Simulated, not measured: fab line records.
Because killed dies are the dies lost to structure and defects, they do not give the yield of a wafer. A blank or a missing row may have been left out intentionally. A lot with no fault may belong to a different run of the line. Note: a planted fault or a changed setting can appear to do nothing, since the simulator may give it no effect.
Struck lot and sound lot, side by side	flow sky130	14 out of 708 route steps
Sound: these wafers, L348.1, L348.3, L348.4. Wafers struck: L358.1, L358.3, L358.5. Last of all comes the cause.
Per side, at each step with rows, come the tool, then ch with its chambers, and then its first start. Under that, the readings that differ: sound wafers	struck wafers	difference of the means	sigmas: that difference in standard deviations of wafers without a fault.
alike: words and numbers the same on both sides, and readings whose means are apart by under 2 such deviations; not compared: readings that were withheld, readings missing a value for some wafer, numbers with overlapping values and no deviation given by the record, and bounds like >300 which may hide the same value.
A row with sigmas, a row that says differs or no value, or rows on one side alone: a step with any of these is where the two part. When numbers do not overlap yet have no deviation, they are printed without sigmas and do not part them. A reading missing from all wafers of one side parts the sides only when that side holds two or more wafers.

SKY_POLY_GATE_ETCH_17: etches poly-Si in HBr/Cl2, stops on SiO2, target depth 180 nm, time 70.5 s.
  sound on rie-si-02 ch 0,1,3, day 16 13:07; struck on rie-si-02 ch 0,2,3, day 20 00:55
  alike: drypump-motor-current-A, oes-product-au, throttle-valve-pct
  not compared: rf-hours-counter-h
SKY_POLY_GATE_STRIP_18: strips in O2/N2.
  sound on plasma-asher-02 ch 0,1, day 16 13:10; struck on plasma-asher-02 ch 0, day 20 00:58
  alike: drypump-motor-current-A, n2-flow-sccm, oes-product-au, strip-time-to-endpoint-s
  not compared: rf-hours-counter-h
then, 2 steps without rows for these wafers: SKY_POLY_GATE_CLEAN_19 (cleans in SC1/SC2, time 150 s); SKY_POLY_GATE_OXIDATION_20 (stabilise 600 s, purge 300 s, target thk 4 nm).
SKY_POLY_GATE_THK_MEAS_21:
  struck on film-metro-02, day 20 03:08; sound on film-metro-03, day 16 15:59
  alike: POLY_GATE_OXIDATION_THK
SKY_POLY_GATE_CD_MEAS_22:
  struck on cd-sem-01, day 20 03:12; sound on cd-sem-01, day 16 16:02
  alike: cd-nm
then, 6 steps without rows for these wafers: SKY_LDD_N_DEHYDRATE_00 (time 60 s); SKY_LDD_N_HMDS_01 (prime time 60 s); SKY_LDD_N_COAT_02 (resist thk 300 nm); SKY_LDD_N_SOFTBAKE_03 (time 60 s); SKY_LDD_N_EXPOSE_04 (exposes mask NTM, target cd 840 nm); SKY_LDD_N_PEB_05.
SKY_LDD_N_DEVELOP_06: develop time 60 s.
  struck on litho-track-03, day 21 09:59; sound on litho-track-03 ch 0, day 17 21:11
  no value came back on the struck wafers for chill-plate-temp-C (C), develop-time-s (s); on the sound wafers chill-plate-temp-C (C) reads 23.03 23.01 22.89
SKY_LDD_N_OVL_MEAS_07:
  struck on overlay-01, day 21 10:08; sound on overlay-01, day 17 21:20
reading	sound	struck	difference	sigmas
LDD_N_OVL (nm)	0.2 -1.8 0.5	- - -	no value on the struck wafers	

WHERE THEY PART
Earliest at SKY_LDD_N_DEVELOP_06; latest, in this record, at SKY_LDD_N_OVL_MEAS_07.

WHY: what had been put in by the simulator
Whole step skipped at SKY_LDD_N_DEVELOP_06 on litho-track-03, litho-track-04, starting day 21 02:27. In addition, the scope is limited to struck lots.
